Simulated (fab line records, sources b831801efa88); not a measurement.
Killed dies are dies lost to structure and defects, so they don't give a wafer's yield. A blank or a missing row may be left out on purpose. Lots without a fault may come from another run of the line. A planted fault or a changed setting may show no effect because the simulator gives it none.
Which tool did it? | flow gf180mcu | 24 lots, 72 wafers sampled, at 4 steps of a route of 602

WHAT THE GAUGES READ, wafer by wafer
GF_V1_THK_MEAS_25: measures by xrf.
lot  | measured     | on            | V1_W_THK (nm)
L074 | day 18 08:37 | film_metro-02 | 354 344 349
L075 | day 18 12:26 | film_metro-01 | 353 352 355
L076 | day 19 05:09 | film_metro-02 | 352 356 351
L077 | day 19 09:21 | film_metro-03 | 357 358 361
L078 | day 19 20:17 | film_metro-03 | 363 356 368
L079 | day 20 07:49 | film_metro-01 | 354 351 362
L080 | day 20 15:25 | film_metro-01 | 356 356 354
L081 | day 21 02:22 | film_metro-02 | 352 347 347
L082 | day 21 11:56 | film_metro-03 | 352 354 357
L083 | day 21 17:10 | film_metro-03 | 353 356 355
L084 | day 22 06:59 | film_metro-01 | 360 356 356
L085 | day 22 11:09 | film_metro-01 | 349 355 351
L086 | day 22 21:13 | film_metro-01 | 356 348 360
L087 | day 23 03:35 | film_metro-02 | 350 348 349
L088 | day 23 10:41 | film_metro-02 | 350 350 351
L089 | day 23 20:55 | film_metro-01 | 354 350 354
L090 | day 24 02:25 | film_metro-01 | 354 353 357
L091 | day 24 09:28 | film_metro-01 | 350 352 353
L092 | day 24 19:39 | film_metro-02 | 347 348 348
L093 | day 25 01:29 | film_metro-03 | 353 354 355
L094 | day 25 09:39 | film_metro-01 | 347 351 356
L095 | day 25 16:12 | film_metro-01 | 345 347 350
L096 | day 26 01:40 | film_metro-03 | 366 362 366
L097 | day 26 05:29 | film_metro-01 | 358 355 357

GF_M4_RS_MEAS_05: measures by four-point-probe.
lot  | measured     | on            | M4_ALCU_RS (ohm/sq)
L074 | day 22 15:35 | film_metro-04 | 0.0708 0.0708 0.0704
L075 | day 22 19:44 | film_metro-03 | 0.0702 0.0715 0.0703
L076 | day 23 12:41 | film_metro-04 | 0.0703 0.0696 0.0701
L077 | day 23 15:49 | film_metro-01 | 0.0709 0.0711 0.0708
L078 | day 24 00:45 | film_metro-01 | 0.0710 0.0696 0.0708
L079 | day 24 12:30 | film_metro-04 | 0.0700 0.0699 0.0687
L080 | day 24 19:52 | film_metro-03 | 0.0702 0.0701 0.0696
L081 | day 25 06:31 | film_metro-03 | 0.0717 0.0705 0.0711
L082 | day 25 11:49 | film_metro-01 | 0.0708 0.0703 0.0710
L083 | day 25 18:17 | film_metro-01 | 0.0705 0.0698 0.0707
L084 | day 26 05:26 | film_metro-03 | 0.0706 0.0694 0.0695
L085 | day 26 10:04 | film_metro-01 | 0.0705 0.0710 0.0707
L086 | day 26 19:38 | film_metro-01 | 0.0696 0.0690 0.0683
L087 | day 27 01:48 | film_metro-03 | 0.0707 0.0712 0.0714
L088 | day 27 08:10 | film_metro-01 | 0.0709 0.0688 0.0696
L089 | day 27 18:25 | film_metro-04 | 0.0701 0.0700 0.0713
L090 | day 27 22:02 | film_metro-01 | 0.0703 0.0695 0.0709
L091 | day 28 04:34 | film_metro-03 | 0.0702 0.0695 0.0693
L092 | day 28 14:04 | film_metro-03 | 0.0706 0.0688 0.0707
L093 | day 28 18:23 | film_metro-01 | 0.0694 0.0694 0.0687
L094 | day 29 01:52 | film_metro-03 | 0.0708 0.0710 0.0709
L095 | day 29 08:18 | film_metro-04 | 0.0708 0.0712 0.0709
L096 | day 29 16:58 | film_metro-04 | 0.0684 0.0685 0.0692
L097 | day 29 21:15 | film_metro-04 | 0.0710 0.0697 0.0701

WHICH TOOL RAN EACH LOT (tool, then ch and the chambers of the sampled wafers, then the start)
lot  | GF_V1_ETCH_17                                 | GF_M2_SPUTTER_00
L074 | rie_diel-02 ch 0,2,3, day 18 08:37 or earlier | pvd_sputter-03, day 18 08:58
L075 | rie_diel-04 ch 1,2, day 18 12:26 or earlier   | pvd_sputter-03, day 18 12:47
L076 | rie_diel-04 ch 0,1,3, day 19 05:09 or earlier | pvd_sputter-02, day 19 05:29
L077 | rie_diel-02 ch 0,1, day 19 09:21 or earlier   | pvd_sputter-03, day 19 09:41
L078 | rie_diel-02 ch 1,3, day 19 20:17 or earlier   | pvd_sputter-03, day 19 21:08
L079 | rie_diel-04 ch 1,2,3, day 20 07:49 or earlier | pvd_sputter-02, day 20 08:19
L080 | rie_diel-02 ch 0,1,3, day 20 15:25 or earlier | pvd_sputter-03, day 20 15:47
L081 | rie_diel-02 ch 0,2,3, day 21 02:22 or earlier | pvd_sputter-04, day 21 02:43
L082 | rie_diel-02 ch 0,1,3, day 21 11:56 or earlier | pvd_sputter-04, day 21 12:16
L083 | rie_diel-04 ch 0,3, day 21 17:10 or earlier   | pvd_sputter-03, day 21 17:32
L084 | rie_diel-02 ch 0,1,3, day 22 06:59 or earlier | pvd_sputter-04, day 22 07:21
L085 | rie_diel-01 ch 0,1,2, day 22 11:09 or earlier | pvd_sputter-02, day 22 11:30
L086 | rie_diel-01 ch 0,1,2, day 22 21:13 or earlier | pvd_sputter-04, day 22 21:34
L087 | rie_diel-02 ch 1,2,3, day 23 03:35 or earlier | pvd_sputter-04, day 23 03:56
L088 | rie_diel-02 ch 0,2, day 23 10:41 or earlier   | pvd_sputter-03, day 23 11:02
L089 | rie_diel-02 ch 0,1, day 23 20:55 or earlier   | pvd_sputter-02, day 23 21:16
L090 | rie_diel-01 ch 1,3, day 24 02:25 or earlier   | pvd_sputter-03, day 24 02:46
L091 | rie_diel-01 ch 1,2,3, day 24 09:28 or earlier | pvd_sputter-02, day 24 09:50
L092 | rie_diel-02 ch 1,3, day 24 19:39 or earlier   | pvd_sputter-02, day 24 20:00
L093 | rie_diel-01 ch 0,1, day 25 01:29 or earlier   | pvd_sputter-04, day 25 01:50
L094 | rie_diel-02 ch 0,2,3, day 25 09:39 or earlier | pvd_sputter-03, day 25 10:01
L095 | rie_diel-04 ch 1,3, day 25 16:12 or earlier   | pvd_sputter-03, day 25 16:34
L096 | rie_diel-01 ch 0,1,3, day 26 01:40 or earlier | pvd_sputter-02, day 26 02:02
L097 | rie_diel-02 ch 0,1,3, day 26 05:29 or earlier | pvd_sputter-03, day 26 05:49
- GF_V1_ETCH_17: etches SiO2 in C4F8/O2/Ar, stops on TiN, target depth 630 nm.
- GF_M2_SPUTTER_00: material Ti, target thk 37.5 nm, time 150 s.

WHAT THE TOOLS THEMSELVES READ (means of the sampled wafers that have a number; where no wafer has one, the mark that the record gives instead)
GF_V1_ETCH_17.
lot  | tool        | oes_product_au (a.u.)
L074 | rie_diel-02 | 0.861
L075 | rie_diel-04 | 0.854
L076 | rie_diel-04 | 0.856
L077 | rie_diel-02 | 0.856
L078 | rie_diel-02 | 0.855
L079 | rie_diel-04 | 0.853
L080 | rie_diel-02 | 0.857
L081 | rie_diel-02 | 0.857
L082 | rie_diel-02 | 0.854
L083 | rie_diel-04 | 0.856
L084 | rie_diel-02 | 0.855
L085 | rie_diel-01 | 0.852
L086 | rie_diel-01 | 0.857
L087 | rie_diel-02 | 0.856
L088 | rie_diel-02 | 0.859
L089 | rie_diel-02 | 0.859
L090 | rie_diel-01 | 0.854
L091 | rie_diel-01 | 0.860
L092 | rie_diel-02 | 0.855
L093 | rie_diel-01 | 0.856
L094 | rie_diel-02 | 0.859
L095 | rie_diel-04 | 0.859
L096 | rie_diel-01 | 0.858
L097 | rie_diel-02 | 0.854

GF_M2_SPUTTER_00.
lot  | tool           | throttle_valve_pct (%)
L074 | pvd_sputter-03 | 30.7
L075 | pvd_sputter-03 | 30.6
L076 | pvd_sputter-02 | 30.4
L077 | pvd_sputter-03 | 29.6
L078 | pvd_sputter-03 | 31.9
L079 | pvd_sputter-02 | 30.5
L080 | pvd_sputter-03 | 30.0
L081 | pvd_sputter-04 | 30.8
L082 | pvd_sputter-04 | 29.7
L083 | pvd_sputter-03 | 30.7
L084 | pvd_sputter-04 | 29.8
L085 | pvd_sputter-02 | 30.1
L086 | pvd_sputter-04 | 29.5
L087 | pvd_sputter-04 | 29.7
L088 | pvd_sputter-03 | 31.3
L089 | pvd_sputter-02 | 30.3
L090 | pvd_sputter-03 | 30.2
L091 | pvd_sputter-02 | 31.0
L092 | pvd_sputter-02 | 30.5
L093 | pvd_sputter-04 | 29.2
L094 | pvd_sputter-03 | 31.1
L095 | pvd_sputter-03 | 29.5
L096 | pvd_sputter-02 | 30.5
L097 | pvd_sputter-03 | 31.2

THE ANSWER, worked out from the rows above alone
Rule: what is usual is taken from the lots themselves. Put in order of their means at a reading, lots are off if they are a third of the lots or fewer, leave a main group of 4 or more, and stand apart from it by a gap of 3 or more times the standard deviation of the main group's means; of several such gaps the widest counts. A main group whose means are all the same, to the digits that the tables above print for the reading, isn't used. A lot without any number at a reading at which 4 lots or more have one is off too. The other lots that the step has rows for count as sound. The gauges are gone through in route order, then the tools' own readings, and for those a lot's mean is taken as printed above. The first step at which some lot is off is used, and at that step the reading that is off furthest; a lot without a number counts as furthest.
No lot is off at any reading shown: from this, nothing can be told.

WHAT THE SIMULATOR HAD PUT IN
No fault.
